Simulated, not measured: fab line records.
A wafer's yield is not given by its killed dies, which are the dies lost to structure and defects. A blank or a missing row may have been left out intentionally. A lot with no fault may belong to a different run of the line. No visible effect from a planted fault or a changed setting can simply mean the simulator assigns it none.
Chamber matching / flow gf180mcu / 4 sister chambers for GF_CONTACT_CMP_27 on cmp-02
The step polishes, stops on SiO2, t overpolish 15 s, target thk 0 nm. 14 wafers are shown with their chamber, then 7 later ones without.

## WAFERS, EACH WITH ITS CHAMBER
wafer=L548.1; chamber=1; motorCurrentA (A)=10.1; slurryFlowMlMin=149.8; timeToEndpointS (s)=73.4
wafer=L548.4; chamber=0; motorCurrentA (A)=10.8; slurryFlowMlMin=150.0; timeToEndpointS (s)=71.9
wafer=L548.6; chamber=0; motorCurrentA (A)=10.1; slurryFlowMlMin=150.0; timeToEndpointS (s)=72.1
wafer=L557.2; chamber=2; motorCurrentA (A)=10.7; slurryFlowMlMin=150.4; timeToEndpointS (s)=73.2
wafer=L557.3; chamber=1; motorCurrentA (A)=10.5; slurryFlowMlMin=149.9; timeToEndpointS (s)=70.6
wafer=L557.6; chamber=3; motorCurrentA (A)=8.9; slurryFlowMlMin=150.1; timeToEndpointS (s)=71.5
wafer=L564.2; chamber=3; motorCurrentA (A)=9.5; slurryFlowMlMin=149.8; timeToEndpointS (s)=73.6
wafer=L564.4; chamber=1; motorCurrentA (A)=10.2; slurryFlowMlMin=150.3; timeToEndpointS (s)=77.1
wafer=L564.5; chamber=1; motorCurrentA (A)=10.3; slurryFlowMlMin=150.4; timeToEndpointS (s)=74.8
wafer=L568.2; chamber=1; motorCurrentA (A)=10.2; slurryFlowMlMin=149.4; timeToEndpointS (s)=68.9
wafer=L568.3; chamber=2; motorCurrentA (A)=10.7; slurryFlowMlMin=150.6; timeToEndpointS (s)=73.1
wafer=L568.4; chamber=3; motorCurrentA (A)=9.6; slurryFlowMlMin=149.9; timeToEndpointS (s)=68.4
wafer=L569.1; chamber=0; motorCurrentA (A)=11.4; slurryFlowMlMin=149.7; timeToEndpointS (s)=71.0
wafer=L569.3; chamber=3; motorCurrentA (A)=10.0; slurryFlowMlMin=149.7; timeToEndpointS (s)=72.7

SIGNATURES (means of the wafers above)
reading=motorCurrentA; chamber 0=10.767; chamber 1=10.260; chamber 2=10.700; chamber 3=9.500; scatter within a chamber=0.395
reading=slurryFlowMlMin; chamber 0=149.900; chamber 1=149.960; chamber 2=150.500; chamber 3=149.875; scatter within a chamber=0.286
reading=timeToEndpointS; chamber 0=71.667; chamber 1=72.960; chamber 2=73.150; chamber 3=71.550; scatter within a chamber=2.43
Rule: distance of a wafer from a chamber = root of the sum over the readings of ((wafer's reading minus chamber's mean) / reading's scatter) squared. If the next closest chamber is less than 2 further off than the closest, the wafer can't be placed; otherwise it belongs to the closest. How the scatter is found: for the shown wafers, subtract from each reading the mean of its chamber, square and add these, divide the total by (wafers less chambers), then take the root.

## WAFERS WITH NO CHAMBER GIVEN
wafer=L569.6; motorCurrentA (A)=9.5; slurryFlowMlMin=149.7; timeToEndpointS (s)=70.6
wafer=L570.2; motorCurrentA (A)=10.7; slurryFlowMlMin=150.1; timeToEndpointS (s)=76.5
wafer=L570.3; motorCurrentA (A)=9.8; slurryFlowMlMin=149.7; timeToEndpointS (s)=75.4
wafer=L570.4; motorCurrentA (A)=9.5; slurryFlowMlMin=150.6; timeToEndpointS (s)=76.9
wafer=L571.1; motorCurrentA (A)=10.5; slurryFlowMlMin=150.1; timeToEndpointS (s)=71.2
wafer=L571.2; motorCurrentA (A)=11.4; slurryFlowMlMin=150.0; timeToEndpointS (s)=72.5
wafer=L571.5; motorCurrentA (A)=11.8; slurryFlowMlMin=149.9; timeToEndpointS (s)=72.0

## EACH ONE'S CHAMBER
wafer=L569.6; from the rows above=can't be placed: 3 or 1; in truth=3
wafer=L570.2; from the rows above=can't be placed: 1 or 2 or 0 or 3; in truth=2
wafer=L570.3; from the rows above=can't be placed: 1 or 3 or 0 or 2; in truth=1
wafer=L570.4; from the rows above=can't be placed: 3 or 1 or 2 or 0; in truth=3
wafer=L571.1; from the rows above=can't be placed: 0 or 1 or 2 or 3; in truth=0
wafer=L571.2; from the rows above=can't be placed: 0 or 2 or 1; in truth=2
wafer=L571.5; from the rows above=can't be placed: 0 or 2 or 1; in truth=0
0 of 7 placed correctly. These rows do not allow placing 7 (true chamber among the candidates in 7). Placed wrongly: 0.
